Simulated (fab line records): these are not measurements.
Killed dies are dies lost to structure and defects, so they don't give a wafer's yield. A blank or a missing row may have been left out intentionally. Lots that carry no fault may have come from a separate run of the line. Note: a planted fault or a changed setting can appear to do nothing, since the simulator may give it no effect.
Matching of chambers :: flow sky130 :: rie diel-03 running SKY_VIA2_ETCH_15: 3 sister chambers
The step etches SiO2 in C4F8/O2/Ar, stops on TiN, target depth 546 nm, time 84 s. 3 wafers are shown with their chamber, then 7 later ones without.

## EACH WAFER AND ITS CHAMBER
wafer: L085.5
chamber: 2
chamber pressure mTorr (mTorr): 39.99

wafer: L089.5
chamber: 0
chamber pressure mTorr (mTorr): 39.98

wafer: L089.6
chamber: 3
chamber pressure mTorr (mTorr): 40.06

## WAFERS MISSING THEIR CHAMBER
wafer: L090.2
chamber pressure mTorr (mTorr): 40.00

wafer: L090.5
chamber pressure mTorr (mTorr): 39.92

wafer: L093.1
chamber pressure mTorr (mTorr): 39.99

wafer: L093.2
chamber pressure mTorr (mTorr): 40.00

wafer: L093.4
chamber pressure mTorr (mTorr): 40.01

wafer: L095.2
chamber pressure mTorr (mTorr): 39.99

wafer: L095.3
chamber pressure mTorr (mTorr): 40.01

## CHAMBER TAKEN BY EACH
wafer: L090.2
from the rows above: can't be placed: 2 or 0 or 3
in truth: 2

wafer: L090.5
from the rows above: can't be placed: 0 or 2
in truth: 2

wafer: L093.1
from the rows above: can't be placed: 2 or 0
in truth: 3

wafer: L093.2
from the rows above: can't be placed: 2 or 0 or 3
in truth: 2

wafer: L093.4
from the rows above: can't be placed: 2 or 0 or 3
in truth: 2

wafer: L095.2
from the rows above: can't be placed: 2 or 0
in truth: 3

wafer: L095.3
from the rows above: can't be placed: 2 or 0 or 3
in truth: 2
Correctly placed: 0 of 7. Can't be placed from these rows: 7 (the true chamber is among the candidates in 5). Number placed wrongly: 0.
How it was worked out, from the rows above alone: a wafer's distance from a chamber is the root of the sum, over the readings, of the square of ((its reading less the chamber's mean) divided by the reading's scatter). The wafer belongs to the nearest chamber; if the next one is less than 2 further off, it can't be placed. A chamber's mean is the mean of its shown wafers. The scatter: with one shown wafer a chamber, the root of the mean of the squares of how far each hidden wafer lies from its nearest shown one.
